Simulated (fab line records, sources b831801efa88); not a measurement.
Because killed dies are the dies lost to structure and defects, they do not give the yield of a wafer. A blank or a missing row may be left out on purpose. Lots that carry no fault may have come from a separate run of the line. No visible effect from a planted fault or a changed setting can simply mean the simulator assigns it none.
Matching of chambers / flow sky130 / 4 sister chambers for SKY_LI_CONTACT_ETCH_15 on rie-diel-03
The step etches PSG in C4F8/O2/Ar, stops on Si, target depth 600 nm. 16 wafers are shown with their chamber, then 8 later ones without.

EACH WAFER AND ITS CHAMBER
wafer=L431.1; chamber=1; oes-product-au (a.u.)=0.836
wafer=L431.4; chamber=3; oes-product-au (a.u.)=0.840
wafer=L431.6; chamber=0; oes-product-au (a.u.)=0.834
wafer=L433.1; chamber=0; oes-product-au (a.u.)=0.840
wafer=L433.5; chamber=1; oes-product-au (a.u.)=0.838
wafer=L433.6; chamber=2; oes-product-au (a.u.)=0.836
wafer=L440.1; chamber=0; oes-product-au (a.u.)=0.840
wafer=L440.4; chamber=3; oes-product-au (a.u.)=0.836
wafer=L440.5; chamber=3; oes-product-au (a.u.)=0.841
wafer=L442.1; chamber=3; oes-product-au (a.u.)=0.845
wafer=L442.4; chamber=1; oes-product-au (a.u.)=0.840
wafer=L442.5; chamber=2; oes-product-au (a.u.)=0.839
wafer=L446.3; chamber=1; oes-product-au (a.u.)=0.839
wafer=L446.5; chamber=3; oes-product-au (a.u.)=0.839
wafer=L446.6; chamber=0; oes-product-au (a.u.)=0.836
wafer=L450.1; chamber=0; oes-product-au (a.u.)=0.843

SIGNATURES, as means of the wafers listed above
reading=oes-product-au; chamber 0=0.83860; chamber 1=0.83825; chamber 2=0.83750; chamber 3=0.84020; scatter within a chamber=0.00299
Rule: for a wafer and a chamber, the distance is found by dividing, reading by reading, the gap between the wafer's reading and the chamber's mean by the reading's scatter, squaring, summing and taking the root. The wafer belongs to the nearest chamber; if the next one is less than 2 further off, it can't be placed. The scatter is the square root of a quotient: the sum, over the shown wafers, of each reading's squared deviation from its chamber's mean, divided by wafers minus chambers.

WAFERS WHOSE CHAMBER IS MISSING
wafer=L450.3; oes-product-au (a.u.)=0.831
wafer=L450.4; oes-product-au (a.u.)=0.831
wafer=L452.1; oes-product-au (a.u.)=0.836
wafer=L452.2; oes-product-au (a.u.)=0.839
wafer=L452.4; oes-product-au (a.u.)=0.835
wafer=L453.1; oes-product-au (a.u.)=0.834
wafer=L453.2; oes-product-au (a.u.)=0.840
wafer=L453.3; oes-product-au (a.u.)=0.839

CHAMBER TAKEN BY EACH
wafer=L450.3; from the rows above=can't be placed: 2 or 1 or 0 or 3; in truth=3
wafer=L450.4; from the rows above=can't be placed: 2 or 1 or 0 or 3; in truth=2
wafer=L452.1; from the rows above=can't be placed: 2 or 1 or 0 or 3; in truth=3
wafer=L452.2; from the rows above=can't be placed: 0 or 1 or 3 or 2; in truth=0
wafer=L452.4; from the rows above=can't be placed: 2 or 1 or 0 or 3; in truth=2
wafer=L453.1; from the rows above=can't be placed: 2 or 1 or 0 or 3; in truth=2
wafer=L453.2; from the rows above=can't be placed: 3 or 0 or 1 or 2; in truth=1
wafer=L453.3; from the rows above=can't be placed: 0 or 1 or 3 or 2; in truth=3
0 of 8 placed correctly. From these rows, 8 cannot be placed; in 8 the true chamber is one of the candidates. Placed wrongly: 0.
